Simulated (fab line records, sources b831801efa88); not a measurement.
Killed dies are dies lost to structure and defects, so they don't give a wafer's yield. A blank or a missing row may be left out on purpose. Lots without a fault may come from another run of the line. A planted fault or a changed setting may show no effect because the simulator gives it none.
fab line records | flow gf180mcu
record lots=6 wafers=18 last_day=34
route steps=602 shown STI@3 PASSIVATION@602
lots that met no fault: from a run of the same line without faults
start_h: hours from the record's first day to the start of the lot's first wafer shown | wait_h: hours since the lot's step before | " the same as in the row above | L1.1+2: a row that stands for several wafers | - no value, or no start given | * or withheld: withheld | < > ~ a bound
route shown NAME@n: a module of which the file shows steps, and the number in the route of the first | usual: mean/standard deviation of fault-free wafers | same: alike in all rows | chamber/n: place in a boat | sites: the reading at each site | _std_site: their standard deviation | _edge_site: outer sites' mean less inner sites' | radius_mm: how far each site lies from the wafer's centre | mask NAME#n: copy n | behind: the tool/chamber that last shaped the wafer | hold: why the lot was held/for how many hours/how that ended | device: the transistor (n, p or np) that didn't switch | end of line: the same wafers' tests at the end of the route | a step without rows: its recipe alone | killed: dies lost to structure and defects at the first sort, not the wafer's yield | map: a wafer's dies, x killed, . not, _ none there
set.NAME: the setting as run; set.NAME@STEP: as run at that earlier step | model.NAME: the simulator's own value behind a step, which no gauge read
lots at some steps of the route; a table a step, a row a wafer
services: from which hour (start_h, from the record's first day; less than 0 if before it) a tool's chamber was out of use, for how many hours, and why
## steps
# step GF_STI_THK_MEAS_02
# recipe reads=SiO2_of_STI_OXIDATION_01
# usual STI_OXIDATION_THK=9.99/0.2
# columns lot.wafer tool chamber start_h wait_h STI_OXIDATION_THK[nm]
L871.1 film_metro-03 - 11.51 0.0 10.44
L871.3 " - " " 10.30
L871.5 " - " " 10.25
L872.1 film_metro-04 - 16.51 0.0 9.84
L872.4 " - " " 9.90
L872.5 " - " " 9.99
L884.2 film_metro-02 - 76.52 0.0 10.22
L884.4 " - " " 10.01
L884.6 " - " " 10.24
L887.1 film_metro-02 - 91.51 0.0 9.89
L887.4 " - " " 10.07
L887.6 " - " " 10.10
L893.1 film_metro-03 - 122.04 0.0 9.96
L893.2 " - " " 10.13
L893.3 " - " " 10.03
L894.2 film_metro-02 - 126.52 0.0 10.01
L894.4 " - " " 10.24
L894.6 " - " " 10.27
# step GF_STI_CVD_03
# recipe material=Si3N4 precursor=DCS/NH3 target_thk_nm=207.16 temp_c=770 time_s=3504 pressure_mtorr=250
# step GF_STI_THK_MEAS_04
# recipe reads=Si3N4_of_STI_CVD_03
# usual STI_CVD_03_THK=203.9/1.6
# columns lot.wafer tool chamber start_h wait_h STI_CVD_03_THK[nm]
L871.1 film_metro-02 - 13.56 0.0 206.9
L871.3 " - " " 205.7
L871.5 " - " " 205.5
L872.1 film_metro-03 - 18.56 0.0 199.8
L872.4 " - " " 197.8
L872.5 " - " " 199.7
L884.2 film_metro-03 - 78.57 0.0 203.7
L884.4 " - " " 201.8
L884.6 " - " " 203.4
L887.1 film_metro-02 - 94.55 0.0 201.8
L887.4 " - " " 204.0
L887.6 " - " " 205.2
L893.1 film_metro-04 - 125.08 0.0 203.0
L893.2 " - " " 205.0
L893.3 " - " " 204.9
L894.2 film_metro-03 - 129.56 0.0 203.4
L894.4 " - " " 205.6
L894.6 " - " " 203.5
# step GF_STI_DEHYDRATE_05
# recipe temp_c=200 time_s=60
# step GF_STI_HMDS_06
# recipe prime_time_s=60 prime_temp_c=120
# step GF_STI_COAT_07
# recipe resist=KrF spin_rpm=withheld resist_thk_nm=700
# step GF_STI_SOFTBAKE_08
# recipe temp_c=130 time_s=60 resist=KrF
# step GF_STI_EXPOSE_09
# recipe mask_id=COMP target_cd_nm=220 na=0.68 source_shape=conventional sigma_outer=0.6 dose_mj=28
# step GF_STI_PEB_10
# recipe peb_temp_c=135 peb_time_s=90 resist=KrF
# step GF_STI_DEVELOP_11
# recipe develop_time_s=60 dev_temp_c=20.39
# step GF_STI_CD_MEAS_12
# recipe target_cd_nm=220
# usual cd_nm=220.1/1.1
# columns lot.wafer tool chamber start_h wait_h cd_nm
L871.1 cd_sem-02 - 25.02 0.1 221.2
L871.3 " - " " 219.7
L871.5 " - " " 219.2
L872.1 cd_sem-02 - 30.47 0.1 219.3
L872.4 " - " " 221.5
L872.5 " - " " 219.6
L884.2 cd_sem-02 - 91.74 0.1 218.4
L884.4 " - " " 218.2
L884.6 " - " " 218.1
L887.1 cd_sem-02 - 108.57 0.1 218.9
L887.4 " - " " 219.6
L887.6 " - " " 219.4
L893.1 cd_sem-01 - 139.37 0.2 222.6
L893.2 " - " " 220.9
L893.3 " - " " 220.8
L894.2 cd_sem-01 - 144.77 0.1 220.3
L894.4 " - " " 220.5
L894.6 " - " " 220.7
# step GF_STI_ETCH_13
# recipe chemistry=CHF3/O2 stop_on=Si over_etch_frac=0.3 target_depth_a=2823.1 source_w=600 bias_w=200 pressure_mtorr=40 chf3_flow_sccm=50 O2_flow_sccm=5 time_s=112.9
# usual bias_w=200.0/0.62 drypump_motor_current_A=5.5/0.39 oes_product_au=0.825/0.0058 run_length_s=141.0/0.41 throttle_valve_pct=8.809/0.0084
# same time_s=112.9
# columns lot.wafer tool chamber start_h wait_h bias_w drypump_motor_current_A oes_product_au rf_hours_counter_h run_length_s throttle_valve_pct
L871.1 rie_diel-04 0 25.14 0.1 200.4 5.6 0.835 68 140.3 8.800
L871.3 " 2 " " 201.2 5.3 0.841 7 142.3 8.806
L871.5 " 0 " " 200.5 5.6 0.833 - 140.9 8.817
L872.1 rie_diel-04 1 30.59 0.1 200.6 6.0 0.809 26 140.7 8.813
L872.4 " 0 " " 200.1 5.6 0.820 68 140.7 8.813
L872.5 " 3 " " 199.7 5.9 0.818 - 141.0 8.794
L884.2 rie_diel-01 2 91.84 0.1 199.5 6.4 0.824 30 141.1 8.805
L884.4 " 0 " " 200.5 5.6 0.821 26 141.3 8.826
L884.6 " 1 " " 199.2 4.9 0.822 - 140.7 8.807
L887.1 rie_diel-02 3 108.69 0.1 199.3 5.1 0.817 67 140.9 8.808
L887.4 " 2 " " 199.7 5.5 0.826 159 140.5 8.811
L887.6 " 0 " " 200.1 5.0 0.825 - 141.6 8.806
L893.1 rie_diel-04 0 139.49 0.1 199.6 5.5 0.817 71 140.8 8.818
L893.2 " 3 " " 199.9 5.9 0.829 134 141.3 8.796
L893.3 " 2 " " 200.2 5.3 0.823 11 141.9 8.818
L894.2 rie_diel-02 3 144.87 0.1 199.9 5.1 0.827 67 141.0 8.804
L894.4 " 3 " " 200.4 5.1 0.831 - 140.8 8.803
L894.6 " 0 " " 200.5 5.0 0.820 - 141.3 8.805
# step GF_STI_ETCH_14
# recipe target=Si chemistry=HBr/Cl2/O2 target_depth_nm=360 icp_w=600 bias_w=150 pressure_mtorr=15 HBr_flow_sccm=150 Cl2_flow_sccm=40 O2_flow_sccm=6 time_s=102.9
# usual HBr_flow_sccm=150.0/0.49 bias_w=150.0/0.44 drypump_motor_current_A=5.6/0.47 he_backside_leak_sccm=2.7/0.3 oes_product_au=0.995/0.0096 run_length_s=131.2/0.31 throttle_valve_pct=25.658/0.01
# columns lot.wafer tool chamber start_h wait_h HBr_flow_sccm bias_w drypump_motor_current_A he_backside_leak_sccm oes_product_au rf_hours_counter_h run_length_s throttle_valve_pct model.etch.depth_nm model.STI.feature_depth_nm model.KrF_of_STI_COAT_07.thk_nm
L871.1 rie_si-01 0 25.22 0.0 149.5 149.9 6.6 3.1 0.982 115 132.0 25.664 350.2 350.2 320.7
L871.3 " 2 " " 150.0 150.5 5.7 2.9 0.987 82 131.3 25.659 353.9 353.9 317.6
L871.5 " 0 " " 149.7 150.0 6.7 3.2 0.985 - 131.5 25.673 351.9 351.9 321.4
L872.1 rie_si-02 3 30.67 0.0 150.7 150.0 6.0 3.0 1.002 0 131.7 25.649 360.5 360.5 316
L872.4 " 1 " " 150.2 149.4 5.3 2.9 0.993 71 131.3 25.653 356.1 356.1 321
L872.5 " 3 " " 150.0 149.8 6.0 2.8 1.007 - 131.4 25.642 364.4 364.4 318.6
L884.2 rie_si-01 0 91.92 0.0 149.7 - 6.6 3.0 0.983 115 98.6 25.640 238.8 238.8 369.2
L884.4 " 3 " " 149.8 150.1 5.1 2.6 1.002 109 130.5 25.659 360.3 360.3 317.6
L884.6 " 2 " " 150.1 150.2 5.6 2.6 0.988 - 131.6 25.668 354.8 354.8 330.8
L887.1 rie_si-01 3 108.77 0.0 149.4 149.8 5.0 2.8 0.996 109 130.6 25.663 357.2 357.2 320.8
L887.4 " 2 " " 149.1 150.2 5.7 2.5 0.979 83 131.3 25.655 351.4 351.4 314.1
L887.6 " 0 " " 150.0 - 6.6 3.0 0.986 - 98.6 25.680 236.3 236.3 353
L893.1 rie_si-02 3 139.57 0.0 150.4 150.1 5.9 2.8 1.006 1 131.7 25.651 364 364 314.4
L893.2 " 1 " " 149.9 150.1 5.3 3.0 0.982 72 130.9 25.670 352.9 352.9 324.1
L893.3 " 2 " " 149.9 150.1 5.6 2.6 1.000 4 131.4 25.632 360.3 360.3 316.2
L894.2 rie_si-02 2 144.95 0.0 151.1 149.5 5.5 2.7 1.009 4 131.2 25.642 361.8 361.8 320.3
L894.4 " 3 " " 149.6 150.6 6.0 2.9 1.015 1 131.7 25.666 368.8 368.8 317.4
L894.6 " 3 " " 150.5 150.0 6.0 2.9 1.018 - 131.3 25.651 367.5 367.5 314.3
# step GF_STI_STRIP_15
# recipe chemistry=O2/N2 power_w=1400 pressure_mtorr=1500 platen_temp_c=250 o2_flow_sccm=3000 n2_flow_sccm=300 overash_fraction=0.5
# usual drypump_motor_current_A=5.96/0.24 heater_power_w=367/42 o2_flow_sccm=3000/9.4 oes_product_au=0.384/0.0049 strip_time_to_endpoint_s=3.72/0.052
# columns lot.wafer tool chamber start_h wait_h drypump_motor_current_A heater_power_w o2_flow_sccm oes_product_au rf_hours_counter_h strip_time_to_endpoint_s
L871.1 plasma_asher-04 1 25.30 0.0 6.07 325 2993 0.385 36 3.74
L871.3 " 0 " " 6.25 413 2992 0.388 - 3.69
L871.5 " 0 " " 6.23 415 3004 0.389 - 3.74
L872.1 plasma_asher-01 0 30.75 0.0 5.88 405 2999 0.388 38 3.69
L872.4 " 1 " " 5.54 376 3006 0.380 - 3.75
L872.5 " 1 " " 5.55 379 3000 0.381 - 3.72
L884.2 plasma_asher-01 0 92.00 0.0 5.85 402 2988 0.406 44 4.25
L884.4 " 1 " " 5.52 378 3009 0.388 - 3.72
L884.6 " 0 " " 5.87 405 2994 0.388 - 3.84
L887.1 plasma_asher-04 1 108.84 0.0 6.06 316 2999 0.382 44 3.75
L887.4 " 0 " " 6.23 403 2992 0.382 - 3.67
L887.6 " 0 " " 6.25 415 3007 0.397 - 4.07
L893.1 plasma_asher-02 0 139.64 0.0 5.94 307 3003 0.377 2 3.68
L893.2 " 1 " " 6.10 314 2993 0.389 2 3.77
L893.3 " 1 " " 6.11 313 2990 0.385 - 3.68
L894.2 plasma_asher-02 0 145.02 0.0 5.94 318 3004 0.381 3 3.73
L894.4 " 0 " " 5.95 319 3003 0.383 - 3.69
L894.6 " 1 " " 6.13 310 3003 0.381 - 3.67
# step GF_STI_CLEAN_16
# recipe chemistry=dHF time_s=25 dilution=100:1
# step GF_PASSIVATION_PROBE_99
# columns lot.wafer tool chamber start_h wait_h model.etest.pwell_in_dnwell.line_ohm_um model.etest.ldpmos_10p0.r_on_ohm_um model.etest.p_drift.rs_ohm_sq model.etest.pwell_in_dnwell.rs_ohm_sq model.etest.ldnmos_10p0.r_on_ohm_um model.etest.n_drift.rs_ohm_sq model.etest.nwell.line_ohm_um model.etest.nwell.rs_ohm_sq
L871.1 prober-02 - 664.08 0.1 3872 1.12e+04 2330 2326 3668 1210 1135 984.1
L871.3 prober-02 - 664.18 0.2 3912 1.117e+04 2360 2347 3674 1202 1136 983.9
L871.5 prober-02 - 664.28 0.2 3923 1.118e+04 2315 2326 3678 1206 1114 974.2
L872.1 prober-01 - 676.82 0.1 3991 1.125e+04 2466 2423 3781 1185 1135 985.4
L872.4 prober-01 - 676.97 0.2 4054 1.116e+04 2424 2393 3750 1168 1144 973.9
L872.5 prober-01 - 677.02 0.2 4122 1.128e+04 2492 2461 3761 1206 1149 998.4
L884.2 prober-02 - 760.13 0.1 3098 1.024e+04 1955 1901 3265 883.8 954.3 818.8
L884.4 prober-02 - 760.23 0.2 3944 1.104e+04 2541 2378 3737 1202 1145 990.6
L884.6 prober-02 - 760.33 0.2 3883 1.104e+04 2457 2317 3723 1168 1130 961.5
L887.1 prober-01 - 787.43 0.1 4037 1.128e+04 2363 2397 3756 1215 1134 995.5
L887.4 prober-01 - 787.58 0.2 3960 1.126e+04 2340 2366 3688 1190 1140 990.6
L887.6 prober-01 - 787.68 0.2 3201 1.064e+04 1921 1888 3287 899.6 939.9 821.4
L893.1 prober-01 - 810.68 0.1 4112 1.119e+04 2378 2470 3731 1251 1222 1047
L893.2 prober-01 - 810.73 0.1 3916 1.123e+04 2280 2385 3716 1200 1200 1017
L893.3 prober-01 - 810.78 0.2 4070 1.134e+04 2346 2474 3740 1252 1219 1048
L894.2 prober-01 - 819.03 0.1 3813 1.129e+04 2455 2320 3798 1151 1204 1028
L894.4 prober-01 - 819.13 0.2 3846 1.128e+04 2532 2373 3849 1169 1216 1046
L894.6 prober-01 - 819.23 0.2 3895 1.122e+04 2500 2340 3834 1162 1222 1025
# killed by level:class
L871.1 V2:geometric_particle:open=4 STI:geometric_particle:open=3 M1:geometric_particle:short=3 V1:geometric_particle:short=3 V1:geometric_particle:open=3 M2:geometric_particle:open=3 V4:geometric_particle:short=3 V4:geometric_particle:open=3
L871.3 V3:geometric_particle:open=5 POLY_GATE:geometric_particle:open=4 V4:geometric_particle:open=4 V1:geometric_particle:open=3 CONTACT:geometric_particle:short=3 V1:geometric_particle:short=3 V3:geometric_particle:short=3 M5:geometric_particle:short=3
L871.5 V4:geometric_particle:open=6 CONTACT:geometric_particle:short=5 CONTACT:geometric_particle:open=5 V3:geometric_particle:open=5 STI:geometric_particle:open=4 V2:geometric_particle:open=4 V1:geometric_particle:open=3 STI:geometric_particle:short=2
L872.1 V3:geometric_particle:open=8 CONTACT:geometric_particle:open=5 V5:geometric_particle:open=5 V1:geometric_particle:open=4 STI:geometric_particle:open=3 M3:geometric_particle:short=3 CONTACT:geometric_particle:short=3 V1:geometric_particle:short=3
L872.4 STI:geometric_particle:open=4 CONTACT:geometric_particle:open=4 V4:geometric_particle:open=4 V3:geometric_particle:open=4 STI:geometric_particle:short=2 V5:geometric_particle:short=2 CONTACT:geometric_particle:short=2 V1:geometric_particle:open=2
L872.5 V1:geometric_particle:open=6 CONTACT:geometric_particle:open=4 V4:geometric_particle:open=4 V3:geometric_particle:short=4 V5:geometric_particle:open=4 STI:geometric_particle:short=3 CONTACT:geometric_particle:short=3 V3:geometric_particle:open=3
L893.1 V5:geometric_particle:open=7 V3:geometric_particle:open=6 V1:geometric_particle:short=5 V1:geometric_particle:open=4 V2:geometric_particle:open=4 V4:geometric_particle:open=4 M1:geometric_particle:short=3 V3:geometric_particle:short=3
L893.2 V2:geometric_particle:open=4 V5:geometric_particle:open=4 V5:geometric_particle:short=4 STI:geometric_particle:open=3 M1:geometric_particle:short=3 V1:geometric_particle:open=3 V3:geometric_particle:short=3 V1:geometric_particle:short=2
L893.3 STI:geometric_particle:open=5 V4:geometric_particle:short=5 V5:geometric_particle:open=5 V4:geometric_particle:open=4 STI:geometric_particle:short=3 CONTACT:geometric_particle:short=2 CONTACT:geometric_particle:open=2 M1:geometric_particle:short=2
L894.2 V3:geometric_particle:open=5 V1:geometric_particle:open=4 V3:geometric_particle:short=4 POLY_GATE:geometric_particle:open=3 V2:geometric_particle:open=3 STI:geometric_particle:open=2 CONTACT:geometric_particle:open=2 V2:geometric_particle:short=2
L894.4 V2:geometric_particle:open=8 V4:geometric_particle:open=6 STI:geometric_particle:open=4 M1:geometric_particle:short=3 V1:geometric_particle:open=3 STI:geometric_particle:short=2 CONTACT:geometric_particle:short=2 V1:geometric_particle:short=2
L894.6 V4:geometric_particle:open=8 STI:geometric_particle:short=7 V2:geometric_particle:open=4 CONTACT:geometric_particle:open=4 V1:geometric_particle:open=4 V5:geometric_particle:open=4 V1:geometric_particle:short=3 V2:geometric_particle:short=2
## services
# columns tool chamber start_h hours kind
rie_si-01 1 34.19 4.2 repair
plasma_asher-01 - 37.01 2.8 pm
rie_diel-01 3 53.41 16.3 repair
rie_si-01 2 78.18 4.3 repair
rie_diel-02 3 83.96 1.2 repair
rie_si-02 2 89.75 3.5 repair
plasma_asher-02 - 108.75 9.0 pm
plasma_asher-02 0 108.75 9.0 vent_cycle
plasma_asher-02 1 108.75 9.0 vent_cycle
rie_si-01 2 110.50 5.1 repair
plasma_asher-02 0 117.75 - clean
plasma_asher-02 1 117.75 - clean
rie_diel-02 - 118.42 15.6 pm
rie_diel-01 0 138.54 5.5 repair
rie_diel-02 2 144.60 - clean
rie_diel-02 2 144.60 15.7 scheduled_down
rie_diel-02 2 144.60 15.7 vent_cycle
## key
first_sign step=GF_STI_ETCH_14 reading=run_length_s direction=down sigmas=99+ usual=* struck=*
effect step=GF_STI_STRIP_15 reading=strip_time_to_endpoint_s direction=up sigmas=8.4 usual=* struck=*
model_effect step=GF_STI_ETCH_14 value=etch.depth_nm without=350 struck=237.6
model_effect step=GF_PASSIVATION_PROBE_99 value=etest.pwell_in_dnwell.line_ohm_um without=3910 struck=3149
met_at GF_STI_ETCH_14
struck_wafers L884.2,L887.6
sort_left_out L884.2,L887.6
tester_left_out L884,L887
onset_between 25.22 91.92
fault kind=process_parameter_drift tool=rie_si-01 chamber=0 onset_h=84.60 steps=GF_STI_ETCH_14 channel=time_s offset=* shape=step end_h=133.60 acts_in=* stated=*
# tester_left_out: of these lots the tester's yield and bins aren't shown, on N5 and GAA mostly nor the transistor test; their killed dies are dies lost to structure and defects alone, not to doping, threshold or leakage, so they don't give the yield
# sort_left_out: the simulated sort isn't trusted on such a fault, so these wafers' sort isn't shown, and their yield isn't known
